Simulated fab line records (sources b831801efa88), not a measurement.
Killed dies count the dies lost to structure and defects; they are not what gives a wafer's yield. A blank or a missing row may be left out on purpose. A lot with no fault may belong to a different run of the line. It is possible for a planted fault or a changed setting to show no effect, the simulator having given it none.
Problem report, 8D (eight disciplines) form, completed by code    flow sky130    the parts of the form that need people (team, actions taken, sign-off) are left out

1. THE PROBLEM
Wafers without a fault read 44, standard deviation 6.4; killed_at_M0_to_M3 at SKY_PAD_OPEN_PROBE_99 reads a mean of 264 on 6 wafers belonging to 2 lots. Measured from the usual mean, that is +34 standard deviations.
First seen on wafer L495.2, day 47 22:45, on prober-01. At this step, 39 wafers from 13 lots have a number in the record. Rule for "out" (also "out of limits"): further than 4 standard deviations from the usual mean. The other wafers with a number count as sound.

2. WHAT THIS IS AND IS NOT
question                     is                                                                                                                                is not
which readings at this step  killed_at_M0_to_M3, defectLimitedYield, killedDies, killedOnRim, sort_bin_5_function, sort_bin_6_memory, sortNPass, sortYieldPct  killed_at_M4_up, killedAtOther
which lots                   L495, L496                                                                                                                        L485, L486, L487, L488, L489, L490, L491, L493, L506, L507, L508
which wafers of those lots   all that have a number                                                                                                            -
read on which tools          prober-01, prober-02                                                                                                              -
when                         from day 47 22:45                                                                                                                 up to then (24 sound wafers); but 9 sound wafers of L506, L507, L508 came after

3. THE SUSPECTS, EACH WITH WHAT RULES IT OUT
Counting: a tool at any process step up to the reading remains a suspect when it ran all the lots that are out and ran no sound lot after the first of those.
- cmp-01 at SKY_VIA1_CMP_02 (polishes SiO2): kept. Every lot that is out went through it, starting with L495 (day 35 16:58), and after that it ran no sound lot; the last sound lot it ran before then is L493 (day 35 10:01).
- pvdSputter-01 at SKY_METAL5_SPUTTER_01 (material TiN, target thk 20 nm, time 16.7 s): kept. Every lot that is out went through it, starting with L495 (day 45 05:59), and after that it ran no sound lot; the last sound lot it ran before then is L491 (day 44 21:10).
- pvdSputter-01 at SKY_METAL5_SPUTTER_04 (material TiN, target thk 70 nm, time 58.3 s): kept. Every lot that is out went through it, starting with L495 (day 45 06:04), and after that it ran no sound lot; the last sound lot it ran before then is L491 (day 44 21:16).
Left after counting: cmp-01 at SKY_VIA1_CMP_02, pvdSputter-01 at SKY_METAL5_SPUTTER_01, pvdSputter-01 at SKY_METAL5_SPUTTER_04.

4. THE CAUSE (what the simulator had put in)
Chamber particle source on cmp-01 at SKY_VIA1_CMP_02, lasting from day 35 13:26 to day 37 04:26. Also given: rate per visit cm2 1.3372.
3 suspects survive the count, and this tool is in that group.

5. SEQUENCE OF EFFECTS, ordered by route
One row per reading whose mean, taken over the struck wafers that have a number, lies over 3 standard deviations from the usual. Scope: only readings with a usual standard deviation given in the record; hours: median across lots of the time from each lot's start at the first step in this table that gives one to its start at this step; sigmas: change in usual standard deviations.
hours  step                   reading               usual   on struck wafers  change  sigmas
0      SKY_PAD_OPEN_PROBE_99  defectLimitedYield    82.1 %  39.7              -42.4   -25
0      SKY_PAD_OPEN_PROBE_99  killed_at_M0_to_M3    44      264               +220    +34
0      SKY_PAD_OPEN_PROBE_99  killedDies            88      297               +209    +24
0      SKY_PAD_OPEN_PROBE_99  killedOnRim           18      59                +41     +10
0      SKY_PAD_OPEN_PROBE_99  sort_bin_3_pad_short  0.9 %   3.6               +2.7    +6.2
0      SKY_PAD_OPEN_PROBE_99  sort_bin_5_function   10.6 %  40.5              +29.9   +20
0      SKY_PAD_OPEN_PROBE_99  sort_bin_6_memory     6.4 %   16.2              +9.8    +8.2
0      SKY_PAD_OPEN_PROBE_99  sortNPass             404     195               -209    -24
0      SKY_PAD_OPEN_PROBE_99  sortYieldPct          82.1 %  39.7              -42.4   -25
Process steps it contains:
- SKY_PAD_OPEN_PROBE_99

6. HOW IT WOULD HAVE BEEN CAUGHT EARLIER
In this record the first reading out of limits was taken at day 47 22:45, 297 hours after the fault began at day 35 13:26.
An alarm limit of 4 standard deviations would not have fired on the tool readings at SKY_VIA1_CMP_02 for which the record gives a usual standard deviation, since none of them was out on any struck wafer.
Lots out: 2; all had begun SKY_VIA1_CMP_02 on cmp-01 by day 47 22:45. A hold on the tool at that time would have spared none of them.
